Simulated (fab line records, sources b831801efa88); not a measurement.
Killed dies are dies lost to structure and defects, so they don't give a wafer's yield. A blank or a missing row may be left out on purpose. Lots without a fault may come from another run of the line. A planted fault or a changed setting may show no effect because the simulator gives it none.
fab line records | flow sky130
record lots=5 wafers=15 last_day=50
route steps=708 shown FIELD_ISO@2 PAD_OPEN@708
lots that met no fault: from a run of the same line without faults
start_h: hours from the record's first day to the start of the lot's first wafer shown | wait_h: hours since the lot's step before | " the same as in the row above | L1.1+2: a row that stands for several wafers | - no value, or no start given | * or withheld: withheld | < > ~ a bound
route shown NAME@n: a module of which the file shows steps, and the number in the route of the first | usual: mean/standard deviation of fault-free wafers | same: alike in all rows | chamber/n: place in a boat | sites: the reading at each site | _std_site: their standard deviation | _edge_site: outer sites' mean less inner sites' | radius_mm: how far each site lies from the wafer's centre | mask NAME#n: copy n | behind: the tool/chamber that last shaped the wafer | hold: why the lot was held/for how many hours/how that ended | device: the transistor (n, p or np) that didn't switch | end of line: the same wafers' tests at the end of the route | a step without rows: its recipe alone | killed: dies lost to structure and defects at the first sort, not the wafer's yield | map: a wafer's dies, x killed, . not, _ none there
set.NAME: the setting as run; set.NAME@STEP: as run at that earlier step | model.NAME: the simulator's own value behind a step, which no gauge read
lots at some steps of the route; a table a step, a row a wafer
services: from which hour (start_h, from the record's first day; less than 0 if before it) a tool's chamber was out of use, for how many hours, and why
## steps
# step SKY_FIELD_ISO_OXIDATION_01
# recipe temp_c=900 ambient=O2 stabilise_s=600 purge_s=300 target_thk_a=120 ox_time_s=1843
# step SKY_FIELD_ISO_CVD_03
# recipe material=Si3N4 precursor=DCS/NH3 target_thk_nm=165 temp_c=770 time_s=2830 pressure_mtorr=250
# usual spike_tc_centre_C=771.0/1.1 spike_tc_lower_C=769.2/1.1 spike_tc_upper_C=769.0/0.98 zone_power_centre_pct=13.6/0.53 zone_power_lower_pct=12.5/0.76 zone_power_top_pct=26.3/1.1 zone_power_upper_pct=12.7/1.4
# columns lot.wafer tool chamber start_h wait_h spike_tc_centre_C spike_tc_lower_C spike_tc_upper_C zone_power_centre_pct zone_power_lower_pct zone_power_top_pct zone_power_upper_pct model.Si3N4_of_FIELD_ISO_CVD_03.thk_nm
L322.3 lpcvd-02 1 38.27 0.0 771.0 771.1 769.4 13.0 11.9 24.9 11.6 164.6
L322.5 " 1 " " 770.0 769.3 768.4 13.2 12.0 25.4 11.5 164.8
L322.6 " 1 " " 770.7 769.5 769.6 13.2 11.9 25.1 11.6 164.5
L333.2 lpcvd-02 1 94.81 1.4 773.4 769.5 735.1 17.1 11.2 30.4 3.2 163.8
L333.3 " 1 " " 775.0 771.4 735.4 17.5 11.5 30.2 3.1 165
L333.5 " 1 " " 774.6 770.0 736.9 17.6 11.3 30.8 3.2 164.2
L334.2 lpcvd-02 1 96.70 0.0 773.9 769.0 735.6 17.2 11.6 30.5 3.1 153.7
L334.3 " 1 " " 775.3 768.3 736.8 17.4 11.4 30.5 3.1 149.5
L334.4 " 1 " " 772.8 768.5 735.3 17.5 11.3 30.6 3.2 144.7
L335.1 lpcvd-02 1 101.87 0.1 775.6 767.0 737.4 17.2 11.5 31.2 3.1 165.1
L335.2 " 1 " " 774.4 767.6 735.1 17.3 11.3 30.7 3.2 166
L335.3 " 1 " " 775.1 769.4 738.0 17.2 11.4 31.2 3.2 165.6
L338.1 lpcvd-02 0 117.56 0.1 770.9 768.3 768.1 14.3 13.5 27.4 14.3 166.2
L338.2 " 0 " " 769.5 768.8 768.9 14.0 13.4 27.6 14.0 164.8
L338.5 " 0 " " 772.1 767.9 768.8 14.0 13.3 27.7 14.0 166.3
# step SKY_FIELD_ISO_THK_MEAS_04
# recipe reads=Si3N4_of_FIELD_ISO_CVD_03
# usual FIELD_ISO_CVD_03_THK=165.8/1.5
# columns lot.wafer tool chamber start_h wait_h FIELD_ISO_CVD_03_THK[nm]
L322.3 film_metro-03 - 40.08 0.0 164.6
L322.5 " - " " 164.8
L322.6 " - " " 164.3
L333.2 film_metro-04 - 96.60 0.0 163.9
L333.3 " - " " 165.0
L333.5 " - " " 164.2
L334.2 film_metro-03 - 98.50 0.0 153.7
L334.3 " - " " 149.5
L334.4 " - " " 144.7
L335.1 film_metro-02 - 103.65 0.0 165.0
L335.2 " - " " 166.0
L335.3 " - " " 165.5
L338.1 film_metro-04 - 119.34 0.0 166.1
L338.2 " - " " 164.8
L338.5 " - " " 166.3
# step SKY_FIELD_ISO_DEHYDRATE_05
# recipe temp_c=200 time_s=60
# step SKY_FIELD_ISO_HMDS_06
# recipe prime_time_s=60 prime_temp_c=120
# step SKY_FIELD_ISO_COAT_07
# recipe resist=BARC temp_c=withheld time_s=withheld spin_rpm=3000 resist_thk_nm=60
# step SKY_FIELD_ISO_COAT_08
# recipe resist=KrF-thick spin_rpm=3000 resist_thk_nm=450
# step SKY_FIELD_ISO_SOFTBAKE_09
# recipe temp_c=100 time_s=90 resist=KrF-thick
# step SKY_FIELD_ISO_EXPOSE_10
# recipe mask_id=FOM na=0.68 source_shape=annular sigma_inner=0.4 sigma_outer=0.8 target_cd_nm=150 dose_mj=28
# step SKY_FIELD_ISO_PEB_11
# recipe peb_temp_c=withheld peb_time_s=withheld resist=KrF-thick
# step SKY_FIELD_ISO_DEVELOP_12
# recipe develop_time_s=57.91 resist=KrF-thick dev_temp_c=21
# step SKY_FIELD_ISO_ETCH_14
# recipe chemistry=N2/H2 target=BARC ion_energy_ev=200 source_w=500 bias_w=100 pressure_mtorr=30 n2_flow_sccm=100 h2_flow_sccm=200 stop_on=SiO2 time_s=45.9 target_depth_a=600
# step SKY_FIELD_ISO_ETCH_15
# recipe chemistry=CHF3/O2 target_depth_nm=180 stop_on=Si source_w=600 bias_w=200 pressure_mtorr=40 chf3_flow_sccm=50 O2_flow_sccm=5 time_s=72
# usual bias_w=199.9/0.58 drypump_motor_current_A=5.6/0.41 oes_product_au=0.948/0.0064 throttle_valve_pct=8.845/0.01
# columns lot.wafer tool chamber start_h wait_h bias_w drypump_motor_current_A oes_product_au rf_hours_counter_h throttle_valve_pct model.etch.depth_nm
L322.3 rie_diel-03 3 56.45 0.0 200.1 6.5 0.942 168 8.848 164.6
L322.5 " 2 " " 200.1 5.3 0.944 - 8.853 164.8
L322.6 " 3 " " 200.3 6.5 0.941 - 8.847 164.5
L333.2 rie_diel-01 3 115.70 0.0 199.7 4.9 0.939 129 8.838 163.8
L333.3 " 0 " " 200.8 6.1 0.952 105 8.852 165
L333.5 " 1 " " 199.7 5.7 0.941 - 8.833 164.2
L334.2 rie_diel-01 1 116.84 0.0 199.5 5.7 0.905 75 8.822 153.7
L334.3 " 0 " " 199.6 6.1 0.902 106 8.843 149.5
L334.4 " 0 " " 199.5 6.1 0.876 - 8.825 144.7
L335.1 rie_diel-03 1 122.56 0.0 200.1 5.0 0.944 0 8.839 165.1
L335.2 " 2 " " 199.8 5.4 0.944 121 8.848 166
L335.3 " 0 " " 199.3 5.7 0.954 9 8.835 165.6
L338.1 rie_diel-04 1 138.54 0.0 201.1 5.8 0.949 57 8.832 166.2
L338.2 " 3 " " 200.5 6.0 0.947 63 8.832 164.8
L338.5 " 1 " " 200.1 5.8 0.949 - 8.835 166.3
# step SKY_FIELD_ISO_STRIP_16
# recipe chemistry=O2/N2 power_w=1400 pressure_mtorr=1500 platen_temp_c=withheld o2_flow_sccm=3000 n2_flow_sccm=300 overash_fraction=0.5
# step SKY_FIELD_ISO_ETCH_17
# recipe target_depth_a=3420 mask_material=Si3N4 chemistry=HBr/Cl2/O2 target=Si taper_deg=5 icp_w=600 bias_w=150 pressure_mtorr=15 HBr_flow_sccm=150 Cl2_flow_sccm=40 O2_flow_sccm=6 time_s=97.7
# step SKY_FIELD_ISO_WET_ETCH_18
# recipe chemistry=H3PO4 target_depth_nm=25 temp_c=160 target=Si3N4 time_s=286
# step SKY_FIELD_ISO_CLEAN_19
# recipe chemistry=SC1/SC2 mix=1:4:20 temp_c=70 time_s=150
# step SKY_FIELD_ISO_CLEAN_20
# recipe chemistry=dHF time_s=20 dilution=100:1
# step SKY_FIELD_ISO_WET_ETCH_21
# recipe chemistry=dHF dilution=100:1 target_depth_nm=20 dry=ipa_marangoni target=SiO2 temp_c=25 time_s=400
# step SKY_FIELD_ISO_OXIDATION_22
# recipe temp_c=950 ambient=O2 stabilise_s=600 purge_s=300 target_thk_a=100 ox_time_s=623
# step SKY_FIELD_ISO_CVD_24
# recipe material=SiO2 target_thk_nm=595 temp_c=650 sigma_open_frac=0.3 time_s=99.2 sih4_flow_sccm=60 pressure_mtorr=6
# step SKY_FIELD_ISO_ANNEAL_26
# recipe temp_c=1000 time_s=1800 ambient=N2
# step SKY_FIELD_ISO_CMP_27
# recipe stop_on=Si3N4 t_overpolish_s=16 down_force_psi=4 platen_rpm=60 target_thk_nm=457.8 pad_velocity_m_s=0.94248
# step SKY_FIELD_ISO_WET_ETCH_28
# recipe chemistry=dHF target_depth_nm=23.7 target=SiO2 dilution=10:1 temp_c=25 time_s=47
# columns lot.wafer tool chamber start_h wait_h model.Si3N4_of_FIELD_ISO_CVD_03.thk_nm
L322.3 wet_bench-02 1 60.37 0.1 119.2
L322.5 " 1 " " 119
L322.6 " 1 " " 119.3
L333.2 wet_bench-01 0 120.47 0.2 117.7
L333.3 " 0 " " 118.9
L333.5 " 0 " " 118
L334.2 wet_bench-02 2 121.36 0.2 107.7
L334.3 " 2 " " 103.8
L334.4 " 2 " " 98.81
L335.1 wet_bench-02 3 126.24 0.1 119.2
L335.2 " 3 " " 120
L335.3 " 3 " " 119.4
L338.1 wet_bench-01 1 143.13 0.1 120.2
L338.2 " 1 " " 119.2
L338.5 " 1 " " 120.4
# step SKY_FIELD_ISO_WET_ETCH_29
# recipe chemistry=H3PO4 target_depth_nm=160 target=Si3N4 temp_c=160 time_s=1825
# step SKY_PAD_OPEN_PROBE_99
# usual killed_at_M0_to_M3=43/7.7 killed_at_M4_up=2.9/1.7 killed_at_contacts=24/5.5 killed_at_front_end=15/4 killed_at_other=0.4/0.66 killed_dies=86/9.4 killed_open=47/6.7 killed_short=38/6.2
# same gross_dies=492 killed_at_back_side=0
# columns lot.wafer tool chamber start_h wait_h killed_at_M0_to_M3 killed_at_M4_up killed_at_contacts killed_at_front_end killed_at_other killed_dies killed_open killed_short model.etest.cap_li_to_poly.c_af_um2 model.etest.field_n.vt_v model.etest.sram_nfet_pass.off_log10_a_um
L322.3 prober-01 - 1105.76 0.2 57 5 13 12 0 87 52 35 96.39 35.31 -12.79
L322.5 prober-01 - 1105.86 0.2 40 3 27 18 2 90 54 36 95.65 36.8 -12.55
L322.6 prober-01 - 1105.91 0.2 34 4 23 27 0 88 46 41 96 35.53 -12.7
L333.2 prober-02 - 1169.66 0.1 37 2 25 19 1 84 50 34 97.75 35.16 -12.62
L333.3 prober-02 - 1169.71 0.2 46 4 30 22 0 102 61 39 95.19 35.27 -12.64
L333.5 prober-02 - 1169.81 0.2 38 0 19 19 0 76 45 31 99.68 35.48 -12.58
L334.2 prober-01 - 1170.55 0.1 32 2 28 15 1 78 44 34 96.2 35.74 -12.23
L334.3 prober-01 - 1170.60 0.2 35 3 38 20 1 97 55 41 93.56 34.9 -12.1
L334.4 prober-01 - 1170.65 0.2 34 2 25 12 0 73 40 33 93.42 34.94 -11.74
L335.1 prober-02 - 1172.45 0.1 43 1 29 13 0 86 48 38 99.53 35.33 -12.67
L335.2 prober-02 - 1172.50 0.1 48 2 21 10 1 82 46 35 97.11 35.61 -12.83
L335.3 prober-02 - 1172.55 0.2 60 1 15 12 2 90 45 44 96.08 36.04 -12.86
L338.1 prober-01 - 1188.46 0.1 37 3 17 11 0 68 26 42 98.94 35.72 -12.6
L338.2 prober-01 - 1188.51 0.1 47 3 21 11 0 82 41 41 96.68 35.04 -12.66
L338.5 prober-01 - 1188.66 0.2 29 1 18 17 0 65 37 28 93.76 35.69 -12.65
# killed by level:class
L322.3 VIA1:geometric_particle:open=16 VIA3:geometric_particle:open=9 VIA2:geometric_particle:open=7 LOCAL_INTERCONNECT:geometric_particle:short=5 VIA1:geometric_particle:short=5 FIELD_ISO:geometric_particle:open=4 POLY_GATE:geometric_particle:open=4 METAL2:geometric_particle:short=4
L322.5 VIA1:geometric_particle:open=14 CONTACT:geometric_particle:open=9 VIA2:geometric_particle:open=8 POLY_GATE:geometric_particle:open=6 LOCAL_INTERCONNECT:geometric_particle:short=6 VIA3:geometric_particle:open=6 POLY_GATE:geometric_particle:short=5 FIELD_ISO:geometric_particle:open=4
L322.6 CONTACT:geometric_particle:open=12 FIELD_ISO:geometric_particle:open=9 VIA3:geometric_particle:open=8 POLY_GATE:geometric_particle:short=6 VIA1:geometric_particle:short=6 VIA1:geometric_particle:open=6 FIELD_ISO:geometric_particle:short=5 POLY_GATE:geometric_particle:open=5
L333.2 CONTACT:geometric_particle:open=13 LI_CONTACT:geometric_particle:open=9 METAL1:geometric_particle:short=7 VIA1:geometric_particle:open=6 FIELD_ISO:geometric_particle:open=4 POLY_GATE:geometric_particle:short=4 VIA2:geometric_particle:open=4 VIA3:geometric_particle:short=4
L333.3 LI_CONTACT:geometric_particle:open=11 CONTACT:geometric_particle:open=11 VIA1:geometric_particle:open=9 FIELD_ISO:geometric_particle:open=8 FIELD_ISO:geometric_particle:short=7 METAL1:geometric_particle:short=7 VIA2:geometric_particle:open=6 CONTACT:geometric_particle:short=5
L333.5 VIA1:geometric_particle:open=10 METAL1:geometric_particle:short=9 LI_CONTACT:geometric_particle:open=7 FIELD_ISO:geometric_particle:open=6 CONTACT:geometric_particle:open=6 FIELD_ISO:geometric_particle:short=5 VIA3:geometric_particle:open=5 VIA2:geometric_particle:open=4
L334.2 CONTACT:geometric_particle:open=9 LI_CONTACT:geometric_particle:open=8 VIA2:geometric_particle:open=7 POLY_GATE:geometric_particle:open=5 CONTACT:geometric_particle:short=5 VIA3:geometric_particle:open=5 FIELD_ISO:geometric_particle:short=4 METAL1:geometric_particle:short=4
L334.3 CONTACT:geometric_particle:open=18 VIA1:geometric_particle:short=7 CONTACT:geometric_particle:short=6 VIA1:geometric_particle:open=6 POLY_GATE:geometric_particle:open=5 LI_CONTACT:geometric_particle:open=5 LOCAL_INTERCONNECT:geometric_particle:short=5 VIA3:geometric_particle:open=5
L334.4 CONTACT:geometric_particle:open=12 VIA1:geometric_particle:open=7 VIA1:geometric_particle:short=5 POLY_GATE:geometric_particle:short=4 LI_CONTACT:geometric_particle:open=4 CONTACT:geometric_particle:short=4 METAL2:geometric_particle:short=4 POLY_GATE:geometric_particle:open=3
L335.1 VIA1:geometric_particle:open=14 LI_CONTACT:geometric_particle:open=10 CONTACT:geometric_particle:short=8 CONTACT:geometric_particle:open=6 VIA2:geometric_particle:open=6 FIELD_ISO:geometric_particle:open=5 METAL2:geometric_particle:short=5 POLY_GATE:geometric_particle:short=4
L335.2 VIA1:geometric_particle:open=16 VIA1:geometric_particle:short=7 LI_CONTACT:geometric_particle:open=6 CONTACT:geometric_particle:open=6 METAL1:geometric_particle:short=5 METAL2:geometric_particle:short=5 VIA2:geometric_particle:open=4 VIA3:geometric_particle:short=4
L335.3 VIA2:geometric_particle:open=10 METAL2:geometric_particle:short=8 VIA3:geometric_particle:open=7 METAL1:geometric_particle:short=7 VIA1:geometric_particle:short=6 CONTACT:geometric_particle:open=6 VIA1:geometric_particle:open=6 POLY_GATE:geometric_particle:short=5
L338.1 METAL2:geometric_particle:short=7 VIA2:geometric_particle:open=6 VIA1:geometric_particle:short=5 CONTACT:geometric_particle:open=5 POLY_GATE:geometric_particle:short=4 LI_CONTACT:geometric_particle:open=4 CONTACT:geometric_particle:short=4 VIA2:geometric_particle:short=4
L338.2 VIA3:geometric_particle:open=10 VIA1:geometric_particle:open=9 CONTACT:geometric_particle:open=7 LI_CONTACT:geometric_particle:open=5 LOCAL_INTERCONNECT:geometric_particle:short=5 METAL1:geometric_particle:short=5 VIA3:geometric_particle:short=5 FIELD_ISO:geometric_particle:open=4
L338.5 CONTACT:geometric_particle:open=7 LOCAL_INTERCONNECT:geometric_particle:short=6 VIA1:geometric_particle:open=6 VIA3:geometric_particle:open=6 FIELD_ISO:geometric_particle:open=5 METAL2:geometric_particle:short=5 VIA2:geometric_particle:open=4 FIELD_ISO:geometric_particle:short=3
## services
# columns tool chamber start_h hours kind
rie_diel-03 0 30.69 6.7 repair
wet_bench-01 - 43.06 4.4 pm
rie_diel-01 0 43.59 7.8 repair
rie_diel-03 3 82.46 - clean
rie_diel-03 3 82.46 22.0 scheduled_down
rie_diel-03 3 82.46 22.0 vent_cycle
rie_diel-04 2 92.40 17.1 repair
rie_diel-01 2 98.35 - clean
rie_diel-01 2 98.35 19.0 scheduled_down
rie_diel-01 2 98.35 19.0 vent_cycle
rie_diel-03 1 104.43 - clean
wet_bench-02 - 109.80 1.9 pm
rie_diel-03 1 125.99 1.2 repair
lpcvd-02 - 135.79 2.8 pm
## key
first_sign step=SKY_FIELD_ISO_CVD_03 reading=spike_tc_upper_C direction=down sigmas=34 usual=769.0 struck=736.2
effect step=SKY_FIELD_ISO_CVD_03 reading=zone_power_upper_pct direction=down sigmas=7 usual=12.7 struck=3.2
effect step=SKY_FIELD_ISO_THK_MEAS_04 reading=FIELD_ISO_CVD_03_THK direction=down sigmas=4.1 usual=165.8 struck=159.7 wafers_moved=3
model_effect step=SKY_FIELD_ISO_CVD_03 value=Si3N4_of_FIELD_ISO_CVD_03.thk_nm without=164.6 struck=159.7
model_effect step=SKY_FIELD_ISO_ETCH_15 value=etch.depth_nm without=164.6 struck=159.7
model_effect step=SKY_FIELD_ISO_WET_ETCH_28 value=Si3N4_of_FIELD_ISO_CVD_03.thk_nm without=118.6 struck=113.7
model_effect step=SKY_PAD_OPEN_PROBE_99 value=etest.cap_li_to_poly.c_af_um2 without=97.78 struck=96.5
met_at SKY_FIELD_ISO_CVD_03
struck_wafers L333.2,L333.3,L333.5,L334.2,L334.3,L334.4,L335.1,L335.2,L335.3
tester_left_out L333,L334,L335
onset_between 38.27 94.81
fault kind=process_parameter_drift tool=lpcvd-02 chamber=1 onset_h=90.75 steps=SKY_FIELD_ISO_CVD_03 channel=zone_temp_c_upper offset=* shape=step end_h=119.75
# tester_left_out: of these lots the tester's yield and bins aren't shown, on N5 and GAA mostly nor the transistor test; their killed dies are dies lost to structure and defects alone, not to doping, threshold or leakage, so they don't give the yield
